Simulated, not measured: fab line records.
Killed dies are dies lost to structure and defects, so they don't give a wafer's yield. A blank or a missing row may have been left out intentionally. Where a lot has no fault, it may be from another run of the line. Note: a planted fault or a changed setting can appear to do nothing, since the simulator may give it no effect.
Which of the tools did it? | flow sky130 | 42 wafers from 14 lots sampled at 5 of the route's 708 steps

## WHAT EACH GAUGE READ, for each wafer
SKY_VT_ADJUST_HVTR_OVL_MEAS_08. Usual: VT_ADJUST_HVTR_OVL 1.0 nm, standard deviation 1.5.
lot  | measured     | on         | VT_ADJUST_HVTR_OVL (nm) | flag
L149 | day 9 05:09  | overlay-02 | -0.5 -0.3 0.4           |
L150 | day 9 13:24  | overlay-01 | -1.1 -1.3 -0.6          |
L151 | day 9 20:47  | overlay-02 | 1.5 1.5 1.2             |
L154 | day 11 18:37 | overlay-02 | -2.3 1.7 0.3            |
L153 | day 11 20:46 | overlay-01 | 0.7 1.0 0.2             |
L155 | day 12 02:36 | overlay-02 | 0.9 0.8 1.7             |
L158 | day 12 14:30 | overlay-01 | 0.9 1.0 3.4             |
L161 | day 13 06:30 | overlay-01 | 2.9 1.9 4.2             |
L160 | day 13 08:14 | overlay-02 | 1.5 -0.2 1.6            |
L164 | day 14 07:17 | overlay-02 | -0.1 0.3 -1.8           |
L165 | day 14 08:32 | overlay-01 | 0.4 0.6 -0.1            |
L170 | day 16 01:57 | overlay-02 | 2.4 1.6 0.1             |
L171 | day 16 06:17 | overlay-02 | -1.1 1.4 -1.9           |
L172 | day 16 11:05 | overlay-01 | 2.2 -0.3 0.2            |

SKY_SONOS_TUNNEL_CD_MEAS_07: target cd 410 nm. Usual: cd nm reads 409.2 nm (standard deviation 2).
lot  | measured     | on        | cd nm (nm)        | flag
L149 | day 11 02:52 | cd sem-01 | 407.7 408.6 408.6 |
L150 | day 11 10:31 | cd sem-01 | 406.8 408.4 407.4 |
L151 | day 11 18:35 | cd sem-01 | 414.5 412.1 414.7 |
L154 | day 13 20:50 | cd sem-02 | 407.8 407.6 408.9 |
L153 | day 13 23:55 | cd sem-02 | 410.4 410.5 411.9 |
L155 | day 14 05:07 | cd sem-02 | 411.0 411.6 411.0 |
L158 | day 14 18:48 | cd sem-02 | 407.0 406.7 407.4 |
L161 | day 15 11:22 | cd sem-01 | 410.3 410.9 410.7 |
L160 | day 15 13:51 | cd sem-02 | 410.8 410.2 409.8 |
L164 | day 16 12:42 | cd sem-02 | 444.9 445.4 446.0 | OFF
L165 | day 16 14:34 | cd sem-01 | 442.1 443.0 443.4 | OFF
L170 | day 18 11:06 | cd sem-01 | 405.4 403.2 405.8 |
L171 | day 18 15:27 | cd sem-01 | 410.1 409.4 409.9 |
L172 | day 18 21:49 | cd sem-02 | 411.0 408.8 410.3 |

SKY_SONOS_ONO_THK_MEAS_01. Usual: SONOS_ONO_OXIDATION_THK 2.61 nm, standard deviation 0.059.
lot  | measured     | on            | SONOS_ONO_OXIDATION_THK (nm) | flag
L149 | day 11 05:04 | film metro-04 | 2.71 2.62 2.65               |
L150 | day 11 13:04 | film metro-03 | 2.65 2.64 2.67               |
L151 | day 11 22:13 | film metro-03 | 2.76 2.78 2.68               |
L154 | day 13 23:35 | film metro-04 | 2.61 2.58 2.65               |
L153 | day 14 03:35 | film metro-03 | 2.62 2.64 2.59               |
L155 | day 14 07:46 | film metro-04 | 2.65 2.62 2.62               |
L158 | day 14 21:24 | film metro-03 | 2.57 2.60 2.63               |
L161 | day 15 14:22 | film metro-03 | 2.78 2.73 2.70               |
L160 | day 15 18:09 | film metro-01 | 2.55 2.57 2.64               |
L164 | day 16 14:41 | film metro-04 | 2.59 2.57 2.60               |
L165 | day 16 17:57 | film metro-01 | 2.60 2.63 2.61               |
L170 | day 18 13:20 | film metro-04 | 2.64 2.58 2.62               |
L171 | day 18 18:37 | film metro-03 | 2.53 2.52 2.48               |
L172 | day 19 01:11 | film metro-04 | 2.56 2.61 2.62               |

SKY_GATE_OXIDE_THK_MEAS_02. Usual: GATE_OXIDE_OXIDATION_00_THK 9.51 nm, standard deviation 0.23.
lot  | measured     | on            | GATE_OXIDE_OXIDATION_00_THK (nm) | flag
L149 | day 12 10:58 | film metro-02 | 9.82 9.87 9.72                   |
L150 | day 12 17:56 | film metro-04 | 9.64 9.61 9.49                   |
L151 | day 13 02:55 | film metro-03 | 9.34 9.39 9.33                   |
L154 | day 15 06:07 | film metro-02 | 9.42 9.38 9.33                   |
L153 | day 15 11:39 | film metro-03 | 9.53 9.52 9.09                   |
L155 | day 15 15:17 | film metro-04 | 9.80 9.70 9.63                   |
L158 | day 16 06:39 | film metro-04 | 9.53 9.58 9.32                   |
L161 | day 17 00:41 | film metro-04 | 9.42 9.34 9.23                   |
L160 | day 17 04:41 | film metro-03 | 9.32 9.28 9.42                   |
L164 | day 17 23:49 | film metro-02 | 9.54 9.79 9.63                   |
L165 | day 18 04:33 | film metro-02 | 9.96 10.02 9.80                  |
L170 | day 20 01:32 | film metro-03 | 9.33 9.50 9.12                   |
L171 | day 20 06:14 | film metro-03 | 9.42 9.45 9.46                   |
L172 | day 20 14:50 | film metro-02 | 9.23 9.24 9.23                   |

## TOOL THAT RAN EACH LOT (tool first, then ch and the chambers of the sampled wafers, then the start)
lot  | SKY_SONOS_TUNNEL_COAT_02
L149 | litho track-01 ch 0, day 10 15:37
L150 | litho track-01 ch 0, day 10 22:53
L151 | litho track-01 ch 0, day 11 06:38
L154 | litho track-03 ch 0, day 13 07:32
L153 | litho track-02 ch 0, day 13 10:31
L155 | litho track-02 ch 0, day 13 15:51
L158 | litho track-03 ch 0, day 14 05:43
L161 | litho track-03 ch 0, day 14 21:58
L160 | litho track-02 ch 0, day 15 00:18
L164 | litho track-03 ch 0, day 15 23:07
L165 | litho track-03 ch 0, day 16 00:40
L170 | litho track-02 ch 0, day 17 20:39
L171 | litho track-02 ch 0, day 18 00:42
L172 | litho track-02 ch 0, day 18 06:51
- SKY_SONOS_TUNNEL_COAT_02: resist thk 1140 nm.

## AS READ BY THE TOOLS THEMSELVES (means over the sampled wafers that have a number; for cases with no such wafer, the mark the record gives instead)
The record holds no such reading with a usual standard deviation.

## THE ANSWER, worked out from the rows above alone
Rule: a lot counts as off when the mean over its wafers that have a number is more than 3 standard deviations away from the usual mean. Also off: a lot with no number at a reading for which 4 or more lots have one. All remaining lots with rows at the step are treated as sound. First the gauges in route order, then the tools' own readings, where a lot's mean is used as printed above. At the first step where some lot is off, the reading lying furthest off is the one used; lots without a number count as furthest.
Off: L164, L165 (SKY_SONOS_TUNNEL_CD_MEAS_07, cd nm).
If a tool, at a process step before that reading, ran all the lots that are off and no sound lot after the first of them, it fits. Gauges at SKY_SONOS_TUNNEL_CD_MEAS_07: tried the same way as those tools. One fits: litho track-03 at SKY_SONOS_TUNNEL_COAT_02. A fault onset in the window from L161 (day 14 21:58, its last sound lot) to L164 (day 15 23:07, its first lot off) fits.

## WHAT THE SIMULATOR HAD INSERTED
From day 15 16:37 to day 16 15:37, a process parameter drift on litho track-03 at SKY_SONOS_TUNNEL_COAT_02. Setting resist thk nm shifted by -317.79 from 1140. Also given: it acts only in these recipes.
Shown lots that were struck: L164, L165. The same result came from the rule above.
